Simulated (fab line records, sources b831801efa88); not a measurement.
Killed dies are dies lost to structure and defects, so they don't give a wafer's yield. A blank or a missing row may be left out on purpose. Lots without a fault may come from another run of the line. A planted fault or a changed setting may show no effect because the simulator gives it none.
Which tool did it? | flow sky130 | 11 lots, 33 wafers sampled, at 2 steps of a route of 708

WHAT THE GAUGES READ, wafer by wafer
SKY_CAP2M_THK_MEAS_01.
lot  | measured     | on            | CAP2M_CVD_00_THK (nm)
L944 | day 39 13:30 | film_metro-03 | 15.10 15.14 15.21
L947 | day 40 20:26 | film_metro-03 | 15.75 15.49 15.84
L950 | day 41 08:55 | film_metro-03 | 15.55 15.78 15.74
L952 | day 42 09:49 | film_metro-03 | 15.47 15.75 15.83
L954 | day 42 10:49 | film_metro-04 | 15.41 15.60 15.78
L953 | day 42 12:42 | film_metro-02 | 15.47 15.57 15.82
L956 | day 43 04:40 | film_metro-03 | 15.42 15.70 15.76
L958 | day 43 14:04 | film_metro-03 | 15.43 15.61 15.91
L965 | day 46 03:39 | film_metro-03 | 15.30 15.27 15.53
L967 | day 47 02:59 | film_metro-03 | 15.28 15.36 15.85
L966 | day 47 03:15 | film_metro-02 | 15.46 15.32 15.75

WHICH TOOL RAN EACH LOT (tool, then ch and the chambers of the sampled wafers, then the start)
lot  | SKY_VIA3_ETCH_15
L944 | rie_diel-02 ch 0,1,3, day 39 11:43
L947 | rie_diel-02 ch 0,1,2, day 40 18:55
L950 | rie_diel-03 ch 0,1, day 41 06:34
L952 | rie_diel-03 ch 0,1,3, day 42 08:19
L954 | rie_diel-01 ch 0,2, day 42 09:19
L953 | rie_diel-03 ch 0,1,2, day 42 11:10
L956 | rie_diel-02 ch 0,3, day 43 03:08
L958 | rie_diel-01 ch 0,1,3, day 43 12:34
L965 | rie_diel-03 ch 1,2,3, day 46 02:10
L967 | rie_diel-03 ch 1,2,3, day 47 01:22
L966 | rie_diel-02 ch 1,2,3, day 47 01:43
- SKY_VIA3_ETCH_15: etches SiO2 in C4F8/O2/Ar, stops on TiN, target depth 507 nm, time 78 s.

THE ANSWER, worked out from the rows above alone
Rule: what is usual is taken from the lots themselves. Put in order of their means at a reading, lots are off if they are a third of the lots or fewer, leave a main group of 4 or more, and stand apart from it by a gap of 3 or more times the standard deviation of the main group's means; of several such gaps the widest counts. A main group whose means are all the same, to the digits that the tables above print for the reading, isn't used. A lot without any number at a reading at which 4 lots or more have one is off too. The other lots that the step has rows for count as sound.
No lot is off at any reading shown: from this, nothing can be told.

WHAT THE SIMULATOR HAD PUT IN
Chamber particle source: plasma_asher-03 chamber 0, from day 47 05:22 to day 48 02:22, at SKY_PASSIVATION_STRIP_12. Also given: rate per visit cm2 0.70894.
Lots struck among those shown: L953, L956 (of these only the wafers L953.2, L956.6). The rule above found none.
